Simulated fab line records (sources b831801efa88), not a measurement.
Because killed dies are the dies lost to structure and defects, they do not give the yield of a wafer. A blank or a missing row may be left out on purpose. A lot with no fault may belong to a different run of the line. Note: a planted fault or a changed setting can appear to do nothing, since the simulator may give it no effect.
Split-lot experiment || flow sky130 || route with 708 steps; 5 lots, 23 wafers read

== SPLIT DETAILS ==
At SKY_FIELD_ISO_EXPOSE_10 (exposes mask FOM, target cd 150 nm), the setting doseMj was moved away from the recipe's 28 on 5 of the 23 wafers read, by -6.3% to -6.0%. The other wafers ran this setting at the recipe's value.

== FROM THE SPLIT TO THE READING: what the file shows between them, 2 steps ==
- SKY_FIELD_ISO_PEB_11
- SKY_FIELD_ISO_DEVELOP_12: develop time 60 s

== THE READING ==
At SKY_FIELD_ISO_CD_MEAS_13: cdNm in nanometres, against a target cd of 150 nm. Fault-free wafers of this fab line usually give 150.5 nm, standard deviation 1.6 nm.

{"wafer": "L074.1", "tool, chamber at the split": "krfScanner-01, 0", "doseMj as run": 28, "against the recipe": "recipe", "cdNm, nm": 151.3, "against lot-mates on the recipe": "-"}
{"wafer": "L074.2", "tool, chamber at the split": "krfScanner-01, 0", "doseMj as run": 28, "against the recipe": "recipe", "cdNm, nm": 151.0, "against lot-mates on the recipe": "-"}
{"wafer": "L074.4", "tool, chamber at the split": "krfScanner-01, 0", "doseMj as run": 28, "against the recipe": "recipe", "cdNm, nm": 151.2, "against lot-mates on the recipe": "-"}
{"wafer": "L074.5", "tool, chamber at the split": "krfScanner-01, 0", "doseMj as run": 26.24, "against the recipe": "-6.3%", "cdNm, nm": 164.6, "against lot-mates on the recipe": "+13.4"}
{"wafer": "L074.6", "tool, chamber at the split": "krfScanner-01, 0", "doseMj as run": 26.24, "against the recipe": "-6.3%", "cdNm, nm": 162.9, "against lot-mates on the recipe": "+11.7"}
{"wafer": "L076.1", "tool, chamber at the split": "krfScanner-01, 0", "doseMj as run": 28, "against the recipe": "recipe", "cdNm, nm": 149.3, "against lot-mates on the recipe": "-"}
{"wafer": "L076.2", "tool, chamber at the split": "krfScanner-01, 0", "doseMj as run": 28, "against the recipe": "recipe", "cdNm, nm": 148.2, "against lot-mates on the recipe": "-"}
{"wafer": "L076.3", "tool, chamber at the split": "krfScanner-01, 0", "doseMj as run": 28, "against the recipe": "recipe", "cdNm, nm": 148.6, "against lot-mates on the recipe": "-"}
{"wafer": "L076.4", "tool, chamber at the split": "krfScanner-01, 0", "doseMj as run": 28, "against the recipe": "recipe", "cdNm, nm": 148.1, "against lot-mates on the recipe": "-"}
{"wafer": "L076.5", "tool, chamber at the split": "krfScanner-01, 0", "doseMj as run": 28, "against the recipe": "recipe", "cdNm, nm": 148.1, "against lot-mates on the recipe": "-"}
{"wafer": "L080.1", "tool, chamber at the split": "krfScanner-01, 0", "doseMj as run": 28, "against the recipe": "recipe", "cdNm, nm": 151.0, "against lot-mates on the recipe": "-"}
{"wafer": "L080.2", "tool, chamber at the split": "krfScanner-01, 0", "doseMj as run": 28, "against the recipe": "recipe", "cdNm, nm": 149.8, "against lot-mates on the recipe": "-"}
{"wafer": "L080.3", "tool, chamber at the split": "krfScanner-01, 0", "doseMj as run": 28, "against the recipe": "recipe", "cdNm, nm": 150.4, "against lot-mates on the recipe": "-"}
{"wafer": "L083.1", "tool, chamber at the split": "krfScanner-01, 0", "doseMj as run": 28, "against the recipe": "recipe", "cdNm, nm": 150.9, "against lot-mates on the recipe": "-"}
{"wafer": "L083.2", "tool, chamber at the split": "krfScanner-01, 0", "doseMj as run": 26.33, "against the recipe": "-6.0%", "cdNm, nm": 162.8, "against lot-mates on the recipe": "+11.9"}
{"wafer": "L083.3", "tool, chamber at the split": "krfScanner-01, 0", "doseMj as run": 26.33, "against the recipe": "-6.0%", "cdNm, nm": 161.9, "against lot-mates on the recipe": "+11.0"}
{"wafer": "L083.4", "tool, chamber at the split": "krfScanner-01, 0", "doseMj as run": 26.33, "against the recipe": "-6.0%", "cdNm, nm": 162.4, "against lot-mates on the recipe": "+11.5"}
{"wafer": "L083.6", "tool, chamber at the split": "krfScanner-01, 0", "doseMj as run": 28, "against the recipe": "recipe", "cdNm, nm": 150.9, "against lot-mates on the recipe": "-"}
{"wafer": "L085.1", "tool, chamber at the split": "krfScanner-01, 0", "doseMj as run": 28, "against the recipe": "recipe", "cdNm, nm": 148.3, "against lot-mates on the recipe": "-"}
{"wafer": "L085.2", "tool, chamber at the split": "krfScanner-01, 0", "doseMj as run": 28, "against the recipe": "recipe", "cdNm, nm": 146.4, "against lot-mates on the recipe": "-"}
{"wafer": "L085.3", "tool, chamber at the split": "krfScanner-01, 0", "doseMj as run": 28, "against the recipe": "recipe", "cdNm, nm": 147.9, "against lot-mates on the recipe": "-"}
{"wafer": "L085.4", "tool, chamber at the split": "krfScanner-01, 0", "doseMj as run": 28, "against the recipe": "recipe", "cdNm, nm": 145.9, "against lot-mates on the recipe": "-"}
{"wafer": "L085.5", "tool, chamber at the split": "krfScanner-01, 0", "doseMj as run": 28, "against the recipe": "recipe", "cdNm, nm": 148.0, "against lot-mates on the recipe": "-"}

FIT RESULTS
A straight line over all 23 wafers: cdNm changes by -2.26 nm for each +1% of doseMj; r = -0.97; the points scatter about the line by 1.6 nm.
The same after taking each lot's own level away (the mean of its wafers on the recipe; 23 wafers): -1.96 nm for each +1%; r = -0.99; scatter 0.64 nm.
On that fit, the largest move of doseMj shifts the reading by 12 nm.
The lots' own levels span 147.30 to 151.17 nm, that is 2.4 times the standard deviation above.
In other words, the slope is changed by the lot-to-lot level; the two fits disagree.
Check: +12 nm against its lot-mates is what the line predicts for one of the wafers moved furthest among these (-6.3%) when that wafer is left out of the fit. It came out at +13.4 nm against them.

== THE OTHER SPLITS THESE WAFERS WENT THROUGH ==
Other splits were also applied to these wafers ahead of the reading. Each is held against what the fit with the lots' levels taken away leaves over:
{"other split on the same wafers": "SKY_FIELD_ISO_OXIDATION_01 tempC", "wafers away from the commonest value": 18, "r with cdNm (lot level and that fit taken away)": -0.10}

== THE WHOLE CHAIN: every reading that the file lists as answering this split, in the file's order ==
{"step": "SKY_FIELD_ISO_CD_MEAS_13", "what it does": "target cd 150 nm", "reading": "cdNm", "change (the file's fit)": "-1.96 nm for each +1% of the setting", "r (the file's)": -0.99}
{"step": "SKY_FIELD_ISO_ETCH_14", "what it does": "etches BARC in N2/H2, stops on SiO2, time 45.9 s, target depth 60 nm", "reading": "FIELD_ISO.cdNm (the simulator's own value, which no gauge read)", "change (the file's fit)": "-1.9 nm for each +1% of the setting", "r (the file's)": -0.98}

== FILE'S OWN FIT ==
cdNm changes by -1.96 nm for each +1% of doseMj, r = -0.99.
